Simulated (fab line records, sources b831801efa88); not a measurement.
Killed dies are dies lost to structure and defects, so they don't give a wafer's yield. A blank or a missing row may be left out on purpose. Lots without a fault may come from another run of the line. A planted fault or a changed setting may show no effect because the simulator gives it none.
Which tool did it? | flow sky130 | 11 lots, 33 wafers sampled, at 4 steps of a route of 708

WHAT THE GAUGES READ, wafer by wafer
SKY_GATE_OXIDE_THK_MEAS_02. Usual: GATE_OXIDE_OXIDATION_00_THK 10.28 nm, standard deviation 0.19.
lot  | measured     | on            | GATE_OXIDE_OXIDATION_00_THK (nm) | flag
L319 | day 12 11:22 | film_metro-02 | 10.29 10.46 10.57                |
L320 | day 12 21:54 | film_metro-02 | 10.05 10.09 9.81                 |
L321 | day 13 07:43 | film_metro-01 | 9.99 10.11 10.04                 |
L323 | day 13 22:37 | film_metro-03 | 10.14 10.06 10.22                |
L324 | day 14 06:31 | film_metro-02 | 10.06 9.83 10.08                 |
L325 | day 14 16:58 | film_metro-03 | 10.28 10.13 10.27                |
L326 | day 15 06:08 | film_metro-03 | 10.40 10.25 10.23                |
L331 | day 17 03:08 | film_metro-01 | 10.25 10.27 10.28                |
L333 | day 18 13:59 | film_metro-03 | 4.08 4.02 3.92                   | OFF
L336 | day 18 15:28 | film_metro-03 | 3.93 3.80 3.73                   | OFF
L340 | day 19 12:16 | film_metro-03 | 9.92 10.09 10.17                 |

SKY_VIA1_THK_MEAS_01. Usual: VIA1_HDPCVD_THK 998 nm, standard deviation 10.
lot  | measured     | on            | VIA1_HDPCVD_THK (nm) | flag
L319 | day 32 19:29 | film_metro-03 | 992 1011 1008        |
L320 | day 33 00:36 | film_metro-04 | 990 990 1006         |
L321 | day 33 03:01 | film_metro-03 | 989 1001 1009        |
L323 | day 33 20:11 | film_metro-04 | 990 979 993          |
L324 | day 34 19:45 | film_metro-03 | 1003 1017 1011       |
L325 | day 34 21:23 | film_metro-04 | 1003 1005 981        |
L326 | day 35 05:26 | film_metro-04 | 976 981 976          |
L331 | day 36 18:55 | film_metro-01 | 1012 988 1000        |
L333 | day 38 05:56 | film_metro-04 | 1003 1006 1023       |
L336 | day 38 10:11 | film_metro-03 | 991 994 989          |
L340 | day 39 00:31 | film_metro-03 | 1008 1001 999        |

WHICH TOOL RAN EACH LOT (tool, then ch and the chambers of the sampled wafers, then the start)
lot  | SKY_FIELD_ISO_ETCH_14             | SKY_GATE_OXIDE_OXIDATION_01
L319 | rie_diel-02 ch 0,1, day 2 05:55   | furnace-02 ch 0, day 12 09:58
L320 | rie_diel-04 ch 0,1,2, day 2 09:19 | furnace-01 ch 0, day 12 20:29
L321 | rie_diel-01 ch 1,3, day 2 14:44   | furnace-01 ch 0, day 13 06:19
L323 | rie_diel-01 ch 0,1,2, day 3 01:46 | furnace-02 ch 0, day 13 21:12
L324 | rie_diel-02 ch 0,2,3, day 3 07:47 | furnace-01 ch 0, day 14 05:07
L325 | rie_diel-02 ch 0,1,2, day 3 13:01 | furnace-02 ch 0, day 14 15:32
L326 | rie_diel-01 ch 0,2, day 3 17:37   | furnace-01 ch 0, day 15 04:43
L331 | rie_diel-02 ch 1,2,3, day 4 19:43 | furnace-02 ch 0, day 17 01:43
L333 | rie_diel-04 ch 0,2,3, day 5 12:11 | furnace-01 ch 0, day 18 12:34
L336 | rie_diel-01 ch 2,3, day 5 21:47   | furnace-01 ch 0, day 18 13:59
L340 | rie_diel-01 ch 0,1,3, day 6 17:43 | furnace-02 ch 0, day 19 10:51
- SKY_FIELD_ISO_ETCH_14: etches BARC in N2/H2, stops on SiO2, time 45.9 s, target depth 60 nm.
- SKY_GATE_OXIDE_OXIDATION_01: stabilise 600 s, purge 300 s, target thk 10.268 nm.

WHAT THE TOOLS THEMSELVES READ (means of the sampled wafers that have a number; where no wafer has one, the mark that the record gives instead)
SKY_FIELD_ISO_ETCH_14. Usual: drypump_motor_current_A 5.9 A, standard deviation 0.48; oes_product_au 0.854 a.u., standard deviation 0.0043; throttle_valve_pct 13.224 %, standard deviation 0.0084.
lot  | tool        | drypump_motor_current_A (A) | oes_product_au (a.u.) | throttle_valve_pct (%) | flag
L319 | rie_diel-02 | 5.6                         | 0.858                 | 13.217                 |
L320 | rie_diel-04 | 6.0                         | 0.856                 | 13.216                 |
L321 | rie_diel-01 | 6.1                         | 0.855                 | 13.224                 |
L323 | rie_diel-01 | 5.8                         | 0.852                 | 13.225                 |
L324 | rie_diel-02 | 6.0                         | 0.850                 | 13.226                 |
L325 | rie_diel-02 | 5.8                         | 0.854                 | 13.229                 |
L326 | rie_diel-01 | 5.8                         | 0.857                 | 13.230                 |
L331 | rie_diel-02 | 6.2                         | 0.856                 | 13.216                 |
L333 | rie_diel-04 | 5.5                         | 0.853                 | 13.225                 |
L336 | rie_diel-01 | 6.3                         | 0.854                 | 13.223                 |
L340 | rie_diel-01 | 5.8                         | 0.854                 | 13.230                 |

SKY_GATE_OXIDE_OXIDATION_01. Usual: spike_tc_bottom_C 919.3 C, standard deviation 2.2; spike_tc_centre_C 901.1 C, standard deviation 0.95; spike_tc_lower_C 900.6 C, standard deviation 1; spike_tc_top_C 913.3 C, standard deviation 1.3; spike_tc_upper_C 899.8 C, standard deviation 1.1; tube_center_temp_C 900.01 C, standard deviation 0.078; tube_center_temp_C_max 902.3, standard deviation 0.37; zone_power_bottom_pct 28.5 %, standard deviation 1; zone_power_centre_pct 18.88 %, standard deviation 0.24; zone_power_lower_pct 18.77 %, standard deviation 0.19; zone_power_top_pct 33.2 %, standard deviation 1.4; zone_power_upper_pct 20.2 %, standard deviation 0.31.
lot  | tool       | spike_tc_bottom_C (C) | spike_tc_centre_C (C) | spike_tc_lower_C (C) | spike_tc_top_C (C) | spike_tc_upper_C (C) | tube_center_temp_C (C) | tube_center_temp_C_max | zone_power_bottom_pct (%) | zone_power_centre_pct (%) | zone_power_lower_pct (%) | zone_power_top_pct (%) | zone_power_upper_pct (%) | flag
L319 | furnace-02 | 916.6                 | 900.6                 | 900.9                | 909.8              | 899.6                | 900.00                 | 902.0                  | 30.2                      | 18.69                     | 18.69                    | 35.4                   | 19.9                     |
L320 | furnace-01 | 921.3                 | 902.0                 | 901.1                | 913.0              | 899.6                | 899.99                 | 902.3                  | 27.9                      | 18.93                     | 18.83                    | 32.2                   | 20.1                     |
L321 | furnace-01 | 920.7                 | 902.1                 | 900.1                | 913.8              | 900.0                | 899.95                 | 902.2                  | 27.9                      | 19.00                     | 18.95                    | 32.3                   | 20.3                     |
L323 | furnace-02 | 916.1                 | 900.9                 | 900.4                | 912.5              | 898.4                | 900.07                 | 902.5                  | 30.2                      | 18.68                     | 18.86                    | 35.1                   | 19.9                     |
L324 | furnace-01 | 920.1                 | 900.3                 | 900.7                | 913.9              | 899.4                | 900.00                 | 902.2                  | 28.0                      | 18.98                     | 18.75                    | 32.1                   | 20.5                     |
L325 | furnace-02 | 916.0                 | 900.8                 | 900.2                | 911.8              | 899.8                | 900.01                 | 902.5                  | 30.2                      | 18.79                     | 18.76                    | 35.1                   | 19.7                     |
L326 | furnace-01 | 920.7                 | 900.8                 | 900.6                | 914.4              | 900.5                | 900.04                 | 902.1                  | 27.8                      | 18.88                     | 18.86                    | 32.2                   | 20.4                     |
L331 | furnace-02 | 916.8                 | 900.7                 | 901.0                | 912.1              | 900.0                | 900.06                 | 902.3                  | 30.4                      | 18.56                     | 18.88                    | 35.3                   | 19.9                     |
L333 | furnace-01 | 842.5                 | 822.2                 | 821.2                | 835.8              | 820.7                | 820.31                 | 822.9                  | 22.7                      | 15.77                     | 15.51                    | 27.9                   | 16.8                     | OFF
L336 | furnace-01 | 841.8                 | 820.5                 | 820.0                | 836.3              | 820.2                | 820.40                 | 822.5                  | 23.2                      | 15.86                     | 15.39                    | 28.2                   | 16.8                     | OFF
L340 | furnace-02 | 916.5                 | 899.9                 | 900.4                | 912.2              | 899.6                | 900.07                 | 902.3                  | 30.1                      | 18.63                     | 18.70                    | 35.2                   | 19.8                     |

THE ANSWER, worked out from the rows above alone
Rule: a lot is off if the mean of its wafers that have a number lies more than 3 standard deviations from the usual mean. A lot without any number at a reading at which 4 lots or more have one is off too. The other lots that the step has rows for count as sound. The gauges are gone through in route order, then the tools' own readings, and for those a lot's mean is taken as printed above. The first step at which some lot is off is used, and at that step the reading that is off furthest; a lot without a number counts as furthest.
Off: L333, L336, at SKY_GATE_OXIDE_THK_MEAS_02 (GATE_OXIDE_OXIDATION_00_THK).
A tool fits if, at a process step before that reading, it ran every lot that is off, and no sound lot after the first of them. The gauges at SKY_GATE_OXIDE_THK_MEAS_02 aren't tried: what is off there is off at SKY_GATE_OXIDE_OXIDATION_01 too, on other tools, and a gauge's error can't cause that. One fits: furnace-01 at SKY_GATE_OXIDE_OXIDATION_01. Its last sound lot is L326 (day 15 04:43), its first lot that is off L333 (day 18 12:34): a fault that began between those two fits.
The tool's own readings at SKY_GATE_OXIDE_OXIDATION_01 bear it out: on the lots that are off they differ by more than 5 times the standard deviation of the sound lots' means. spike_tc_bottom_C reads 842.1 C there against 918.3 C on the sound lots; spike_tc_centre_C reads 821.4 C there against 900.9 C on the sound lots; spike_tc_lower_C reads 820.6 C there against 900.6 C on the sound lots; spike_tc_top_C reads 836.0 C there against 912.6 C on the sound lots; spike_tc_upper_C reads 820.5 C there against 899.7 C on the sound lots; tube_center_temp_C reads 820.36 C there against 900.02 C on the sound lots; tube_center_temp_C_max reads 822.7 there against 902.3 on the sound lots; zone_power_bottom_pct reads 22.9 % there against 29.2 % on the sound lots; zone_power_centre_pct reads 15.81 % there against 18.79 % on the sound lots; zone_power_lower_pct reads 15.45 % there against 18.81 % on the sound lots; zone_power_upper_pct reads 16.8 % there against 20.1 % on the sound lots.

WHAT THE SIMULATOR HAD PUT IN
Process parameter drift: furnace-01, from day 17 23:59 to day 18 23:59, at SKY_GATE_OXIDE_OXIDATION_01. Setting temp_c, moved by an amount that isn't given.
Lots struck among those shown: L333, L336. The rule above found the same.
